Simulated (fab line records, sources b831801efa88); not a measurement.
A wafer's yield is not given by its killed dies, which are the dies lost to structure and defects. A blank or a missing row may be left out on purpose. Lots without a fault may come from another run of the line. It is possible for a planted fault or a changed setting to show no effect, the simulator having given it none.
Chamber matching || flow gf180mcu || GF_STI_CMP_25 on cmp-01 has 4 sister chambers
The step polishes, stops on Si3N4, t overpolish 33 s, target thk 524.6 nm. 16 wafers are shown with their chamber, then 7 later ones without.

WAFERS PAIRED WITH THEIR CHAMBERS
{"wafer": "L975.3", "chamber": 3, "motor current A (A)": 12.3, "time to endpoint s (s)": 124}
{"wafer": "L975.4", "chamber": 1, "motor current A (A)": 10.9, "time to endpoint s (s)": 126}
{"wafer": "L975.5", "chamber": 2, "motor current A (A)": 11.7, "time to endpoint s (s)": 121}
{"wafer": "L976.2", "chamber": 0, "motor current A (A)": 13.0, "time to endpoint s (s)": 117}
{"wafer": "L976.3", "chamber": 2, "motor current A (A)": 11.7, "time to endpoint s (s)": 116}
{"wafer": "L976.6", "chamber": 2, "motor current A (A)": 12.1, "time to endpoint s (s)": 118}
{"wafer": "L980.1", "chamber": 1, "motor current A (A)": 10.8, "time to endpoint s (s)": 125}
{"wafer": "L980.3", "chamber": 0, "motor current A (A)": 12.9, "time to endpoint s (s)": 124}
{"wafer": "L980.6", "chamber": 0, "motor current A (A)": 13.2, "time to endpoint s (s)": 120}
{"wafer": "L981.3", "chamber": 0, "motor current A (A)": 13.0, "time to endpoint s (s)": 125}
{"wafer": "L981.4", "chamber": 3, "motor current A (A)": 11.9, "time to endpoint s (s)": 126}
{"wafer": "L981.5", "chamber": 0, "motor current A (A)": 12.5, "time to endpoint s (s)": 122}
{"wafer": "L984.4", "chamber": 3, "motor current A (A)": 12.0, "time to endpoint s (s)": 114}
{"wafer": "L984.5", "chamber": 3, "motor current A (A)": 11.5, "time to endpoint s (s)": 116}
{"wafer": "L984.6", "chamber": 2, "motor current A (A)": 12.3, "time to endpoint s (s)": 112}
{"wafer": "L986.1", "chamber": 3, "motor current A (A)": 12.0, "time to endpoint s (s)": 116}

SIGNATURES (means of the wafers above)
{"reading": "motor current A", "chamber 0": 12.920, "chamber 1": 10.850, "chamber 2": 11.950, "chamber 3": 11.940, "scatter within a chamber": 0.27}
{"reading": "time to endpoint s", "chamber 0": 121.60, "chamber 1": 125.50, "chamber 2": 116.75, "chamber 3": 119.20, "scatter within a chamber": 4.1}
Rule: for each reading, subtract the chamber's mean from the wafer's reading, divide by that reading's scatter and square the result; add these up over the readings and take the root, which gives the wafer's distance from the chamber. The wafer belongs to the nearest chamber; if the next one is less than 2 further off, it can't be placed. The scatter: take each reading less its chamber's mean, square it, sum over the shown wafers, divide by the number of wafers less the number of chambers, and take the root.

WAFERS MISSING THEIR CHAMBER
{"wafer": "L986.2", "motor current A (A)": 11.4, "time to endpoint s (s)": 121}
{"wafer": "L986.3", "motor current A (A)": 13.0, "time to endpoint s (s)": 114}
{"wafer": "L987.1", "motor current A (A)": 10.6, "time to endpoint s (s)": 123}
{"wafer": "L987.3", "motor current A (A)": 11.5, "time to endpoint s (s)": 134}
{"wafer": "L987.5", "motor current A (A)": 13.7, "time to endpoint s (s)": 117}
{"wafer": "L988.5", "motor current A (A)": 12.3, "time to endpoint s (s)": 116}
{"wafer": "L988.6", "motor current A (A)": 10.6, "time to endpoint s (s)": 138}

CHAMBER TAKEN BY EACH
{"wafer": "L986.2", "from the rows above": "can't be placed: 3 or 2 or 1", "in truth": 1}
{"wafer": "L986.3", "from the rows above": 0, "in truth": 0}
{"wafer": "L987.1", "from the rows above": 1, "in truth": 1}
{"wafer": "L987.3", "from the rows above": "can't be placed: 1 or 3 or 2", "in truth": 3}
{"wafer": "L987.5", "from the rows above": 0, "in truth": 0}
{"wafer": "L988.5", "from the rows above": "can't be placed: 2 or 3 or 0", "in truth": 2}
{"wafer": "L988.6", "from the rows above": 1, "in truth": 1}
Correctly placed: 4 of 7. These rows do not allow placing 3 (true chamber among the candidates in 3). Placed wrongly: 0.
